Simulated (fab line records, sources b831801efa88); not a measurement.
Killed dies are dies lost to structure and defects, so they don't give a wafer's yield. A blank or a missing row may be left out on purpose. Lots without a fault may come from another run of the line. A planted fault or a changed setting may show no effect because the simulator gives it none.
A struck lot beside a sound one | flow sky130 | 17 steps out of a route of 708
Sound: wafers L596.2, L596.3, L596.4. Struck: wafers L602.3, L602.4, L602.5. The cause comes at the end.
At each step with rows: each side's tool, then ch and its chambers, then its first start. Under that, the readings that differ: sound wafers | struck wafers | difference of the means | sigmas: that difference in standard deviations of wafers without a fault.
alike: readings whose means differ by less than 2 such deviations, and words and numbers that are the same on both sides. not compared: withheld readings, readings that some wafer has no value for, bounds like >300 that may hide the same value, and numbers for which the record gives no deviation and whose values overlap.
The two part at a step that has a row with sigmas, a row that says differs or no value, or rows on one side only. Numbers that don't overlap but have no deviation are shown without sigmas and don't part them. A reading that every wafer of one side lacks parts them only if that side has two wafers or more.

first, 1 step without rows for these wafers: SKY_SD_P_DEVELOP_06 (develop time 60 s).
SKY_SD_P_CD_MEAS_07: target cd 380 nm.
  sound on cd_sem-01, day 26 08:35; struck on cd_sem-01, day 28 18:08
  alike: cd_nm
SKY_SD_P_OVL_MEAS_08:
  sound on overlay-01, day 26 08:42; struck on overlay-01, day 28 18:14
  alike: SD_P_OVL
then, 1 step without rows for these wafers: SKY_SD_P_IMPLANT_09.
SKY_SD_P_STRIP_10: strips in O2/N2.
  sound on plasma_asher-04 ch 0,1, day 26 08:53; struck on plasma_asher-04 ch 0,1, day 28 18:27
  alike: drypump_motor_current_A, oes_product_au, strip_time_to_endpoint_s
  not compared: rf_hours_counter_h
SKY_SD_P_TW_MEAS_11:
  sound on film_metro-01, day 26 08:59; struck on film_metro-01, day 28 18:32
  alike: SD_P_TW
then, 6 steps without rows for these wafers: SKY_RES_XHIGH_DEHYDRATE_00 (time 60 s); SKY_RES_XHIGH_HMDS_01 (prime time 60 s); SKY_RES_XHIGH_COAT_02 (resist thk 1140 nm); SKY_RES_XHIGH_SOFTBAKE_03 (time 60 s); SKY_RES_XHIGH_EXPOSE_04 (exposes mask URPM, target cd 1270 nm); SKY_RES_XHIGH_PEB_05.
SKY_RES_XHIGH_DEVELOP_06: develop time 60 s.
  sound on litho_track-02 ch 0, day 27 13:28; struck on litho_track-04, day 29 22:36
  no value came back on the struck wafers for chill_plate_temp_C (C), develop_time_s (s), resist_line_temp_C (C); on the sound wafers chill_plate_temp_C (C) reads 23.09 22.97 23.02
then, 1 step without rows for these wafers: SKY_RES_XHIGH_IMPLANT_07.
SKY_RES_XHIGH_STRIP_08: strips in O2/N2.
  sound on plasma_asher-01 ch 0,1, day 27 13:44; struck on plasma_asher-03 ch 0,1, day 29 22:53
  alike: drypump_motor_current_A, oes_product_au, strip_time_to_endpoint_s
  not compared: rf_hours_counter_h
SKY_RES_XHIGH_TW_MEAS_09:
  sound on film_metro-01, day 27 13:50; struck on film_metro-01, day 29 22:58
  reading      | sound          | struck   | difference | sigmas
  RES_XHIGH_TW | 1657 1657 1658 | 30 30 30 | -1627      | -99 or more
then, 1 step without rows for these wafers: SKY_SD_N_DEHYDRATE_00 (time 60 s).

WHERE THEY PART
First at SKY_RES_XHIGH_DEVELOP_06; last, within this record, at SKY_RES_XHIGH_TW_MEAS_09.

WHY: what the simulator had put in
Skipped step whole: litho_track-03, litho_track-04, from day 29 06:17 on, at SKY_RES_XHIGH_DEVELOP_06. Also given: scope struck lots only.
